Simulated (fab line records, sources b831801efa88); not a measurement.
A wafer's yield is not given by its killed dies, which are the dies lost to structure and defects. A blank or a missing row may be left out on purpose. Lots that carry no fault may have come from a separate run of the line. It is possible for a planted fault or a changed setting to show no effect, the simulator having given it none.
Which tool did it? -- flow sky130 -- Sampling: 14 lots, 42 wafers, 3 of 708 route steps

## WHAT THE GAUGES SHOWED, per wafer
SKY_NWELL_THK_MEAS_02.
lot,measured,on,NWELL_OXIDATION_THK (nm)
L639,day 2 15:08,film_metro-02,9.98 10.15 9.98
L641,day 2 22:08,film_metro-03,9.67 9.39 9.58
L642,day 3 03:40,film_metro-02,9.94 9.96 10.00
L643,day 3 08:56,film_metro-03,9.89 9.91 10.01
L644,day 3 15:02,film_metro-01,9.75 9.75 9.90
L645,day 3 22:43,film_metro-02,9.86 10.04 9.91
L648,day 4 12:22,film_metro-02,9.89 9.87 9.76
L649,day 4 17:48,film_metro-03,10.11 10.21 10.20
L651,day 5 01:31,film_metro-02,9.73 9.73 9.75
L655,day 6 00:07,film_metro-01,10.00 9.84 10.10
L656,day 6 04:05,film_metro-01,9.84 9.90 9.74
L657,day 6 08:13,film_metro-01,10.27 10.32 10.29
L661,day 7 07:01,film_metro-03,9.88 9.92 9.81
L662,day 7 09:55,film_metro-01,9.95 10.21 10.02

SKY_VT_ADJUST_HVTP_CD_MEAS_07: target cd 380 nm.
lot,measured,on,cd_nm (nm)
L639,day 6 05:59,cd_sem-01,380.2 377.5 381.0
L641,day 6 13:40,cd_sem-02,378.1 378.6 377.2
L642,day 6 20:53,cd_sem-01,385.5 383.1 382.6
L643,day 7 03:28,cd_sem-02,378.6 381.1 378.7
L644,day 7 11:08,cd_sem-01,377.3 379.3 378.8
L645,day 7 20:39,cd_sem-01,380.6 379.6 380.5
L648,day 8 13:59,cd_sem-01,377.6 376.5 376.9
L649,day 8 20:19,cd_sem-02,383.3 379.2 378.8
L651,day 9 06:03,cd_sem-02,380.3 382.2 380.3
L655,day 10 08:52,cd_sem-01,380.3 381.9 376.7
L656,day 10 13:34,cd_sem-01,379.2 379.2 380.0
L657,day 10 17:51,cd_sem-01,380.6 380.9 379.6
L661,day 11 22:54,cd_sem-01,376.4 377.6 376.3
L662,day 12 01:58,cd_sem-01,379.8 381.8 379.7

SKY_VT_ADJUST_LVTN_TW_MEAS_10.
lot,measured,on,VT_ADJUST_LVTN_TW
L639,day 7 01:50,film_metro-02,241.8 241.9 240.7
L641,day 7 09:54,film_metro-02,240.8 239.3 242.5
L642,day 7 17:40,film_metro-01,243.8 242.0 244.1
L643,day 8 00:25,film_metro-01,240.9 241.1 241.9
L644,day 8 08:32,film_metro-01,241.1 242.4 242.3
L645,day 8 18:48,film_metro-04,239.7 241.0 239.5
L648,day 9 12:05,film_metro-02,241.4 241.7 240.6
L649,day 9 18:34,film_metro-04,240.3 241.0 239.6
L651,day 10 05:08,film_metro-01,243.4 242.2 243.1
L655,day 11 08:32,film_metro-02,241.5 240.1 239.8
L656,day 11 13:18,film_metro-04,240.1 240.5 240.8
L657,day 11 17:37,film_metro-01,243.3 245.1 245.0
L661,day 13 00:05,film_metro-01,246.7 244.3 245.1
L662,day 13 03:23,film_metro-04,242.5 241.9 242.6

## TOOL THAT RAN EACH LOT (tool first, then ch and the chambers of the sampled wafers, then the start)
There is no process step in the record ahead of these readings.

## AS READ BY THE TOOLS THEMSELVES (means over the sampled wafers that have a number; for cases with no such wafer, the mark the record gives instead)
The record holds no such reading with a usual standard deviation.

## THE ANSWER, worked out from the rows above alone
Rule: what is usual is taken from the lots themselves. Put in order of their means at a reading, lots are off if they are a third of the lots or fewer, leave a main group of 4 or more, and stand apart from it by a gap of 3 or more times the standard deviation of the main group's means; of several such gaps the widest counts. If all means in a main group match to the digits the tables above print for the reading, that group is not used. Also off: a lot with no number at a reading for which 4 or more lots have one. Where the step has rows for the other lots, those lots are counted as sound. The gauges are gone through in route order, then the tools' own readings, and for those a lot's mean is taken as printed above. The first step at which some lot is off is used, and at that step the reading that is off furthest; a lot without a number counts as furthest.
No lot is off on any of the readings shown, so nothing can be concluded from this.

## WHAT THE SIMULATOR PUT IN
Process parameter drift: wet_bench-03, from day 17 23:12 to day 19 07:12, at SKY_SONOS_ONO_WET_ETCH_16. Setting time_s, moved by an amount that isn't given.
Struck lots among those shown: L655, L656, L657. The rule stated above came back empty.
